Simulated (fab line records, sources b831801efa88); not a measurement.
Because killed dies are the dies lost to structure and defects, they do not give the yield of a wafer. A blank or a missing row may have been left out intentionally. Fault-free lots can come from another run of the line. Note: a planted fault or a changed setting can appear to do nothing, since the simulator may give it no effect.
fab line records    flow sky130
[record] lots = 11  wafers = 33  last_day = 50
route steps=708 shown VT_ADJUST_NCORE@126 GATE_OXIDE@192 POLY_GATE@230 PAD_OPEN@708
lots that met no fault: taken from a fault-free run of the same line
start_h: start of the lot's first displayed wafer, in hours after the record's first day    wait_h: hours elapsed since this lot's preceding step    " the same as in the row above    L1.1+2: one row covering several wafers at once    - value missing, or start not given    * or withheld: withheld    < > ~ a bound
route shown NAME@n: names a module that has steps shown in the file, with the first one's number in the route    usual: average and standard deviation across the fault-free wafers    same: alike in all rows    chamber/n: place in a boat    sites: readings site by site    _std_site: standard deviation across them    _edge_site: the outer-site mean with the inner-site mean subtracted    radius_mm: how far each site lies from the wafer's centre    mask NAME#n: copy n    behind: the last tool/chamber to shape the wafer    hold: why the lot went on hold/how many hours it stayed there/how the hold came to an end    device: transistor that didn't switch, given as n, p or np    end of line: tests of these same wafers at the route's end    a step without rows: its recipe alone    killed: dies lost to structure and defects at the first sort, not the wafer's yield    map: the dies of a wafer, with x for killed, . for not killed, _ for no die there
set.NAME: the setting that was run; set.NAME@STEP: the one run at that earlier step    model.NAME: the simulator's own value behind a step, which no gauge read
the route's steps for a sample of lots (tables are steps, rows are wafers)
services: the hour from which a tool's chamber was out of use, counted from the record's first day as start_h (under 0 if before that day), plus the number of hours and why
[[steps]]
[step SKY_VT_ADJUST_NCORE_CD_MEAS_07]
[recipe] target_cd_nm = 380
[usual] cd_nm = 380.5/2
lot.wafer  tool       chamber  start_h  wait_h  cd_nm
L324.2     cd_sem-01  -        190.02   0.1     380.7
L324.4     "          -        "        "       381.4
L324.5     "          -        "        "       382.2
L327.1     cd_sem-02  -        211.14   0.1     379.0
L327.3     "          -        "        "       382.5
L327.4     "          -        "        "       380.9
L329.2     cd_sem-02  -        226.81   0.1     379.8
L329.3     "          -        "        "       379.9
L329.5     "          -        "        "       379.1
L330.2     cd_sem-01  -        236.02   0.1     379.2
L330.4     "          -        "        "       378.3
L330.5     "          -        "        "       378.7
L332.3     cd_sem-02  -        246.18   0.1     376.3
L332.5     "          -        "        "       376.5
L332.6     "          -        "        "       376.8
L339.1     cd_sem-02  -        292.85   0.1     383.3
L339.4     "          -        "        "       381.7
L339.5     "          -        "        "       382.4
L341.2     cd_sem-01  -        312.47   0.1     377.9
L341.4     "          -        "        "       379.9
L341.6     "          -        "        "       379.6
L343.1     cd_sem-02  -        327.29   0.1     380.2
L343.3     "          -        "        "       381.2
L343.6     "          -        "        "       380.7
L344.1     cd_sem-01  -        328.05   0.1     379.4
L344.4     "          -        "        "       383.6
L344.6     "          -        "        "       384.0
L345.1     cd_sem-01  -        336.75   0.1     380.0
L345.2     "          -        "        "       380.2
L345.3     "          -        "        "       378.2
L346.2     cd_sem-02  -        342.22   0.1     378.6
L346.5     "          -        "        "       377.7
L346.6     "          -        "        "       382.2
[step SKY_VT_ADJUST_NCORE_STRIP_10]
[recipe] chemistry = O2/N2  power_w = 1400  pressure_mtorr = 1500  platen_temp_c = withheld  o2_flow_sccm = 3000  n2_flow_sccm = 300  overash_fraction = 0.5
[usual] drypump_motor_current_A = 5.9/0.39  oes_product_au = 0.716/0.0043  strip_time_to_endpoint_s = 14.20/0.048
lot.wafer  tool             chamber  start_h  wait_h  drypump_motor_current_A  oes_product_au  rf_hours_counter_h  strip_time_to_endpoint_s
L324.2     plasma_asher-03  1        190.31   0.1     5.5                      0.721           7                   14.22
L324.4     "                1        "        "       5.5                      0.718           -                   14.25
L324.5     "                0        "        "       6.1                      0.709           -                   14.21
L327.1     plasma_asher-02  1        211.45   0.1     6.2                      0.710           45                  14.19
L327.3     "                0        "        "       5.4                      0.714           -                   14.19
L327.4     "                1        "        "       6.2                      0.721           -                   14.19
L329.2     plasma_asher-03  1        227.10   0.1     5.5                      0.716           9                   14.21
L329.3     "                0        "        "       6.2                      0.716           -                   14.26
L329.5     "                0        "        "       6.2                      0.718           -                   14.21
L330.2     plasma_asher-03  1        236.30   0.1     5.5                      0.710           10                  14.25
L330.4     "                0        "        "       6.1                      0.717           -                   14.22
L330.5     "                1        "        "       5.5                      0.715           -                   14.21
L332.3     plasma_asher-02  1        246.48   0.1     6.2                      0.717           -                   14.17
L332.5     "                0        "        "       5.4                      0.722           -                   14.17
L332.6     "                1        "        "       6.3                      0.714           -                   14.11
L339.1     plasma_asher-02  1        293.15   0.1     6.2                      0.713           53                  14.23
L339.4     "                0        "        "       5.4                      0.717           -                   14.25
L339.5     "                0        "        "       5.4                      0.720           -                   14.21
L341.2     plasma_asher-02  1        312.76   0.1     6.2                      0.723           55                  14.14
L341.4     "                0        "        "       5.4                      0.719           -                   14.19
L341.6     "                1        "        "       6.2                      0.711           -                   14.22
L343.1     plasma_asher-04  1        327.60   0.1     6.4                      0.714           66                  14.26
L343.3     "                0        "        "       5.9                      0.717           -                   14.25
L343.6     "                0        "        "       5.9                      0.718           -                   14.24
L344.1     plasma_asher-03  0        328.35   0.1     6.1                      0.717           18                  14.25
L344.4     "                0        "        "       6.1                      0.718           -                   14.21
L344.6     "                0        "        "       6.1                      0.723           -                   14.22
L345.1     plasma_asher-04  0        337.05   0.1     5.9                      0.713           67                  14.21
L345.2     "                1        "        "       6.4                      0.712           67                  14.16
L345.3     "                0        "        "       5.9                      0.706           -                   14.20
L346.2     plasma_asher-02  1        342.51   0.1     6.3                      0.717           58                  14.10
L346.5     "                1        "        "       6.2                      0.714           -                   14.12
L346.6     "                0        "        "       5.4                      0.721           -                   14.14
[step SKY_GATE_OXIDE_COAT_05]
[recipe] resist = NOVOLAK  spin_rpm = 3000  resist_thk_nm = 1140
[usual] dispense_pressure_kPa = 53.3/2.8
lot.wafer  tool            chamber  start_h  wait_h  dispense_pressure_kPa
L324.2     litho_track-03  0        302.28   0.1     49.6
L324.4     "               0        "        "       49.6
L324.5     "               0        "        "       49.6
L327.1     litho_track-02  0        327.28   0.1     56.5
L327.3     "               0        "        "       56.5
L327.4     "               0        "        "       56.5
L329.2     litho_track-02  0        343.75   0.1     56.5
L329.3     "               0        "        "       56.5
L329.5     "               0        "        "       56.5
L330.2     litho_track-02  0        354.85   0.1     56.5
L330.4     "               0        "        "       56.5
L330.5     "               0        "        "       56.6
L332.3     litho_track-01  0        370.30   0.1     54.2
L332.5     "               0        "        "       54.2
L332.6     "               0        "        "       54.2
L339.1     litho_track-01  0        425.75   0.1     54.2
L339.4     "               0        "        "       54.2
L339.5     "               0        "        "       54.1
L341.2     litho_track-02  0        447.55   0.1     56.6
L341.4     "               0        "        "       56.6
L341.6     "               0        "        "       56.6
L343.1     litho_track-03  0        464.55   0.1     49.7
L343.3     "               0        "        "       49.7
L343.6     "               0        "        "       49.7
L344.1     litho_track-01  0        465.70   0.1     54.1
L344.4     "               0        "        "       54.2
L344.6     "               0        "        "       54.1
L345.1     litho_track-01  0        475.10   0.1     54.1
L345.2     "               0        "        "       54.1
L345.3     "               0        "        "       54.1
L346.2     litho_track-03  0        480.18   0.1     49.6
L346.5     "               0        "        "       49.6
L346.6     "               0        "        "       49.6
[step SKY_GATE_OXIDE_STRIP_13]
[recipe] chemistry = O2/N2  power_w = 1400  pressure_mtorr = 1500  platen_temp_c = withheld  o2_flow_sccm = 3000  n2_flow_sccm = 300  overash_fraction = 0.5
[usual] drypump_motor_current_A = 5.9/0.4  oes_product_au = 0.716/0.0047  strip_time_to_endpoint_s = 14.17/0.053
lot.wafer  tool             chamber  start_h  wait_h  drypump_motor_current_A  oes_product_au  rf_hours_counter_h  strip_time_to_endpoint_s
L324.2     plasma_asher-02  0        315.68   0.0     5.4                      0.717           56                  14.14
L324.4     "                0        "        "       5.4                      0.715           -                   14.15
L324.5     "                0        "        "       5.4                      0.717           -                   14.11
L327.1     plasma_asher-04  0        341.33   0.0     5.9                      0.719           67                  14.27
L327.3     "                0        "        "       5.9                      0.707           -                   14.19
L327.4     "                1        "        "       6.4                      0.719           -                   14.22
L329.2     plasma_asher-02  1        357.62   0.0     6.3                      0.428           59                  4.77
L329.3     "                0        "        "       5.4                      0.426           -                   4.79
L329.5     "                0        "        "       5.4                      0.436           -                   4.79
L330.2     plasma_asher-03  1        369.43   0.0     5.5                      0.433           22                  4.77
L330.4     "                0        "        "       6.2                      0.432           -                   4.78
L330.5     "                1        "        "       5.5                      0.432           -                   4.76
L332.3     plasma_asher-02  0        384.05   0.0     5.4                      0.711           -                   14.18
L332.5     "                0        "        "       5.4                      0.724           -                   14.18
L332.6     "                1        "        "       6.2                      0.717           -                   14.21
L339.1     plasma_asher-02  1        442.07   0.0     6.2                      0.708           67                  14.14
L339.4     "                0        "        "       5.4                      0.708           -                   14.11
L339.5     "                1        "        "       6.2                      0.719           -                   14.13
L341.2     plasma_asher-03  0        463.03   0.0     6.2                      0.724           32                  14.14
L341.4     "                1        "        "       5.5                      0.720           -                   14.16
L341.6     "                1        "        "       5.5                      0.715           -                   14.13
L343.1     plasma_asher-04  1        479.91   0.0     6.4                      0.716           5                   14.15
L343.3     "                1        "        "       6.4                      0.714           -                   14.17
L343.6     "                1        "        "       6.4                      0.716           -                   14.15
L344.1     plasma_asher-02  1        481.36   0.0     6.2                      0.710           71                  14.11
L344.4     "                1        "        "       6.3                      0.716           -                   14.09
L344.6     "                1        "        "       6.3                      0.717           -                   14.10
L345.1     plasma_asher-02  1        490.54   0.0     6.2                      0.719           72                  14.08
L345.2     "                0        "        "       5.4                      0.719           72                  14.08
L345.3     "                0        "        "       5.4                      0.728           -                   14.09
L346.2     plasma_asher-02  1        496.20   0.0     6.2                      0.718           72                  14.13
L346.5     "                0        "        "       5.4                      0.706           -                   14.17
L346.6     "                1        "        "       6.2                      0.715           -                   14.14
[step SKY_POLY_GATE_ETCH_16]
[recipe] stop_on = poly-Si  chemistry = CH3F/O2  target = Si3N4  source_w = 400  bias_w = 80  pressure_mtorr = 25  ch3f_flow_sccm = 40  O2_flow_sccm = 30  time_s = 147.5  target_depth_a = 750
[usual] bias_w = 79.98/0.23  drypump_motor_current_A = 5.6/0.4  oes_product_au = 0.640/0.0055  throttle_valve_pct = 10.535/0.0091
lot.wafer  tool         chamber  start_h  wait_h  bias_w  drypump_motor_current_A  oes_product_au  rf_hours_counter_h  throttle_valve_pct
L324.2     rie_diel-04  3        376.32   0.0     80.20   5.6                      0.644           9                   10.545
L324.4     "            0        "        "       80.15   5.4                      0.644           66                  10.545
L324.5     "            0        "        "       80.34   5.4                      0.639           -                   10.555
L327.1     rie_diel-04  3        406.83   0.0     80.02   5.6                      0.638           10                  10.530
L327.3     "            2        "        "       80.12   5.1                      0.633           94                  10.547
L327.4     "            0        "        "       79.71   5.3                      0.640           67                  10.533
L332.3     rie_diel-04  0        448.72   0.0     80.10   5.4                      0.641           68                  10.542
L332.5     "            2        "        "       79.92   5.1                      0.637           -                   10.518
L332.6     "            1        "        "       80.07   5.3                      0.642           -                   10.539
L339.1     rie_diel-02  1        511.93   0.0     79.84   6.1                      0.643           5                   10.546
L339.4     "            3        "        "       79.72   6.0                      0.645           14                  10.541
L339.5     "            0        "        "       80.07   6.0                      0.648           -                   10.528
L341.2     rie_diel-01  0        530.58   0.0     80.05   6.1                      0.637           3                   10.534
L341.4     "            1        "        "       79.77   6.0                      0.636           4                   10.524
L341.6     "            2        "        "       79.34   5.6                      0.647           -                   10.530
L343.1     rie_diel-02  1        544.83   0.0     80.18   6.1                      0.644           6                   10.540
L343.3     "            2        "        "       80.28   6.1                      0.636           1                   10.544
L343.6     "            2        "        "       80.53   6.1                      0.642           -                   10.538
L344.1     rie_diel-01  1        547.27   0.0     79.78   6.1                      0.643           5                   10.543
L344.4     "            2        "        "       80.06   5.6                      0.638           -                   10.531
L344.6     "            3        "        "       80.26   5.0                      0.651           -                   10.531
L345.1     rie_diel-04  1        555.28   0.0     80.04   5.3                      0.641           34                  10.542
L345.2     "            0        "        "       79.81   5.4                      0.644           70                  10.544
L345.3     "            3        "        "       79.32   5.6                      0.639           13                  10.533
L346.2     rie_diel-04  0        560.57   0.0     79.97   5.4                      0.638           70                  10.537
L346.5     "            1        "        "       80.10   5.3                      0.643           -                   10.533
L346.6     "            2        "        "       79.98   5.1                      0.642           -                   10.536
[step SKY_PAD_OPEN_PROBE_99]
[usual] killed_at_M0_to_M3 = 44/6.6  killed_at_M4_up = 3.4/1.9  killed_at_contacts = 25/5.6  killed_at_front_end = 15/4.6  killed_at_other = 0.3/0.6  killed_dies = 88/9.5  killed_on_rim = 17/3.8  killed_open = 47/7.1  killed_short = 40/6.4
[same] gross_dies = 492  killed_at_back_side = 0
lot.wafer  tool       chamber  start_h  wait_h  killed_at_M0_to_M3  killed_at_M4_up  killed_at_contacts  killed_at_front_end  killed_at_other  killed_dies  killed_on_rim  killed_open  killed_short
L329.2     prober-02  -        1112.91  0.1     43                  1                29                  361                  0                434          94             53           35
L329.3     prober-02  -        1112.96  0.2     48                  2                14                  363                  0                427          95             56           30
L329.5     prober-02  -        1113.06  0.2     40                  1                20                  377                  0                438          95             39           42
L330.2     prober-01  -        1119.63  0.1     33                  4                27                  365                  2                431          77             40           40
L330.4     prober-01  -        1119.73  0.2     37                  4                27                  363                  1                432          82             39           39
L330.5     prober-01  -        1119.78  0.2     49                  1                17                  359                  0                426          72             39           39
L339.1     prober-02  -        1165.99  0.1     44                  1                19                  11                   0                75           15             44           30
L339.4     prober-02  -        1166.14  0.2     57                  5                28                  9                    0                99           22             62           36
L339.5     prober-02  -        1166.19  0.2     49                  2                34                  21                   0                106          24             63           41
// killed by level:class
L329.2 GATE_OXIDE:area_expose=344 VIA2:geometric_particle:open=11 CONTACT:geometric_particle:open=9 METAL1:geometric_particle:short=8 LI_CONTACT:geometric_particle:open=7 VIA3:geometric_particle:open=7 FIELD_ISO:geometric_particle:open=5 FIELD_ISO:geometric_particle:short=5
L329.3 GATE_OXIDE:area_expose=341 VIA3:geometric_particle:open=13 VIA1:geometric_particle:short=10 VIA1:geometric_particle:open=10 POLY_GATE:geometric_particle:open=7 CONTACT:geometric_particle:open=6 VIA2:geometric_particle:open=5 FIELD_ISO:geometric_particle:short=4
L329.5 GATE_OXIDE:area_expose=357 POLY_GATE:geometric_particle:open=9 LI_CONTACT:geometric_particle:open=7 METAL1:geometric_particle:short=7 CONTACT:geometric_particle:open=6 VIA1:geometric_particle:short=6 FIELD_ISO:geometric_particle:short=5 VIA2:geometric_particle:open=5
L330.2 GATE_OXIDE:area_expose=350 LI_CONTACT:geometric_particle:open=8 CONTACT:geometric_particle:short=8 VIA1:geometric_particle:open=7 METAL3:geometric_particle:short=5 POLY_GATE:geometric_particle:short=4 VIA2:geometric_particle:open=4 LI_CONTACT:geometric_particle:short=4
L330.4 GATE_OXIDE:area_expose=354 METAL1:geometric_particle:short=8 LOCAL_INTERCONNECT:geometric_particle:short=7 VIA3:geometric_particle:open=7 VIA1:geometric_particle:open=6 VIA2:geometric_particle:open=5 LI_CONTACT:geometric_particle:open=5 CONTACT:geometric_particle:open=5
L330.5 GATE_OXIDE:area_expose=348 VIA1:geometric_particle:open=9 VIA1:geometric_particle:short=8 METAL1:geometric_particle:short=7 CONTACT:geometric_particle:open=6 VIA3:geometric_particle:open=6 FIELD_ISO:geometric_particle:open=5 CONTACT:geometric_particle:short=5
L339.1 VIA1:geometric_particle:open=12 CONTACT:geometric_particle:open=8 METAL1:geometric_particle:short=5 METAL2:geometric_particle:open=5 LI_CONTACT:geometric_particle:open=4 METAL2:geometric_particle:short=4 VIA2:geometric_particle:open=4 CONTACT:geometric_particle:short=4
L339.4 VIA1:geometric_particle:open=18 VIA3:geometric_particle:open=15 LI_CONTACT:geometric_particle:open=8 CONTACT:geometric_particle:open=7 VIA1:geometric_particle:short=5 METAL1:geometric_particle:short=5 VIA2:geometric_particle:open=5 LI_CONTACT:geometric_particle:short=4
L339.5 VIA1:geometric_particle:open=15 LI_CONTACT:geometric_particle:open=12 CONTACT:geometric_particle:open=10 FIELD_ISO:geometric_particle:short=7 VIA2:geometric_particle:open=7 LI_CONTACT:geometric_particle:short=6 VIA3:geometric_particle:open=6 FIELD_ISO:geometric_particle:open=5
[[services]]
tool             chamber  start_h  hours  kind
rie_diel-01      -        190.74   16.1   repair
plasma_asher-03  -        199.45   14.6   pm
plasma_asher-04  -        200.03   14.6   pm
rie_diel-01      2        205.51   9.9    repair
rie_diel-01      2        221.07   14.9   repair
plasma_asher-03  -        227.71   2.8    pm
rie_diel-04      -        238.59   0.6    repair
plasma_asher-02  -        243.81   0.6    repair
rie_diel-04      2        252.05   41.6   repair
plasma_asher-03  -        262.96   5.4    repair
rie_diel-04      -        282.16   0.4    repair
plasma_asher-03  -        288.94   1.2    repair
rie_diel-04      -        291.46   2.8    pm
rie_diel-04      0        300.94   3.3    repair
rie_diel-04      2        335.43   2.7    repair
plasma_asher-02  -        388.68   0.5    repair
plasma_asher-04  -        389.05   2.8    pm
plasma_asher-02  -        392.85   4.4    repair
plasma_asher-04  -        421.32   9.0    pm
rie_diel-04      -        451.58   1.0    repair
plasma_asher-04  -        516.89   4.4    repair
rie_diel-04      -        518.90   3.4    repair
plasma_asher-04  -        543.78   4.3    repair
plasma_asher-02  -        555.92   4.4    repair
[[key]]
[first_sign] step = SKY_GATE_OXIDE_STRIP_13  reading = strip_time_to_endpoint_s  direction = down  sigmas = 99+  usual = *  struck = *
[effect] step = SKY_GATE_OXIDE_STRIP_13  reading = oes_product_au  direction = down  sigmas = 61  usual = 0.716  struck = 0.431
[effect] step = SKY_PAD_OPEN_PROBE_99  reading = killed_at_front_end  direction = up  sigmas = 76  usual = 15  struck = 365
[more_kills_born_at] SKY_GATE_OXIDE_EXPOSE_07@iline_stepper-01 = 1052  SKY_GATE_OXIDE_EXPOSE_07@iline_stepper-02 = 1042
met_at SKY_GATE_OXIDE_COAT_05
struck_lots L329,L330
later_rows_left_out L329.2,L329.3,L329.5,L330.2,L330.4,L330.5
tester_left_out L329,L330
not_acting_at SKY_VT_ADJUST_NCORE_CD_MEAS_07,SKY_VT_ADJUST_NCORE_STRIP_10,SKY_POLY_GATE_ETCH_16
onset_between 327.28 343.75
[fault] kind = process_parameter_drift  tool = litho_track-02  chamber = -  onset_h = 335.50  steps = SKY_GATE_OXIDE_COAT_05  channel = resist_thk_nm  offset = -789.54  shape = step  end_h = 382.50  acts_in = these_recipes_only  stated = 1140
// tester_left_out: of these lots the tester's yield and bins aren't shown, on N5 and GAA mostly nor the transistor test; their killed dies are dies lost to structure and defects alone, not to doping, threshold or leakage, so they don't give the yield
// later_rows_left_out: the simulator's readings of these wafers behind a module that went badly wrong aren't trusted and aren't shown, but for the sort
